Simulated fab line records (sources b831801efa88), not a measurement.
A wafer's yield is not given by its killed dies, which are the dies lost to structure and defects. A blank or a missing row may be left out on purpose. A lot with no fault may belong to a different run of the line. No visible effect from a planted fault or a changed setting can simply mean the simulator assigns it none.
Which tool was responsible? / flow sfq_line / 21 wafers from 7 lots sampled at 2 of the route's 325 steps

## WHAT THE GAUGES READ, wafer by wafer
SFQ_M0_RS_MEAS_904: uses a four-point probe to measure.
lot=L221; measured=day 7 23:05; on=film_metro-01; M0_NB_RS (ohm/sq)=0.881 0.893 0.874
lot=L223; measured=day 8 19:29; on=film_metro-01; M0_NB_RS (ohm/sq)=0.877 0.867 0.889
lot=L225; measured=day 9 07:50; on=film_metro-01; M0_NB_RS (ohm/sq)=0.879 0.894 0.893
lot=L231; measured=day 11 12:05; on=film_metro-03; M0_NB_RS (ohm/sq)=0.906 0.886 0.901
lot=L233; measured=day 12 02:32; on=film_metro-04; M0_NB_RS (ohm/sq)=0.802 0.808 0.886
lot=L238; measured=day 13 16:51; on=film_metro-01; M0_NB_RS (ohm/sq)=0.884 0.876 0.877
lot=L242; measured=day 14 21:12; on=film_metro-04; M0_NB_RS (ohm/sq)=0.900 0.892 0.890

## WHAT TOOL EACH LOT RAN ON (gives the tool, then ch and the chambers of the sampled wafers, and finally the start)
lot=L221; SFQ_TRILAYER_M0_DEP_SPUTTER_019=pvd_sputter-03, day 7 23:00
lot=L223; SFQ_TRILAYER_M0_DEP_SPUTTER_019=pvd_sputter-04, day 8 19:24
lot=L225; SFQ_TRILAYER_M0_DEP_SPUTTER_019=pvd_sputter-05, day 9 07:43
lot=L231; SFQ_TRILAYER_M0_DEP_SPUTTER_019=pvd_sputter-03, day 11 11:59
lot=L233; SFQ_TRILAYER_M0_DEP_SPUTTER_019=pvd_sputter-05, day 12 02:25
lot=L238; SFQ_TRILAYER_M0_DEP_SPUTTER_019=pvd_sputter-04, day 13 16:43
lot=L242; SFQ_TRILAYER_M0_DEP_SPUTTER_019=pvd_sputter-03, day 14 21:07
- SFQ_TRILAYER_M0_DEP_SPUTTER_019: material Nb, target thk 200 nm, time 133.3 s.

## THE ANSWER, worked out from the rows above alone
Rule: what is usual is taken from the lots themselves. The widest of any qualifying gaps counts: lots, ordered by their means at a reading, are off when they make up no more than a third of the lots, leave a main group of 4 or more, and stand apart from it by 3 or more times the standard deviation of that group's means. The tables above print the reading to a certain number of digits; a main group whose means all agree to those digits is not used. A lot without any number at a reading at which 4 lots or more have one is off too. Any other lot the step has rows for is counted as sound.
Off: L233, at SFQ_M0_RS_MEAS_904 (M0_NB_RS). The main group: mean 0.887 ohm/sq, standard deviation 0.0075.
If a tool, at a process step before that reading, ran all the lots that are off and no sound lot after the first of them, it fits. The gauges at SFQ_M0_RS_MEAS_904 are tried like those tools. One candidate fits, namely pvd_sputter-05 at SFQ_TRILAYER_M0_DEP_SPUTTER_019. Its last sound lot is L225 (day 9 07:43), its first lot that is off L233 (day 12 02:25): a fault that began between those two fits.

## WHAT THE SIMULATOR PUT IN
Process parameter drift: pvd_sputter-05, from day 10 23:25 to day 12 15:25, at SFQ_TRILAYER_M0_DEP_SPUTTER_019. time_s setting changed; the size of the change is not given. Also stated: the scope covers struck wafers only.
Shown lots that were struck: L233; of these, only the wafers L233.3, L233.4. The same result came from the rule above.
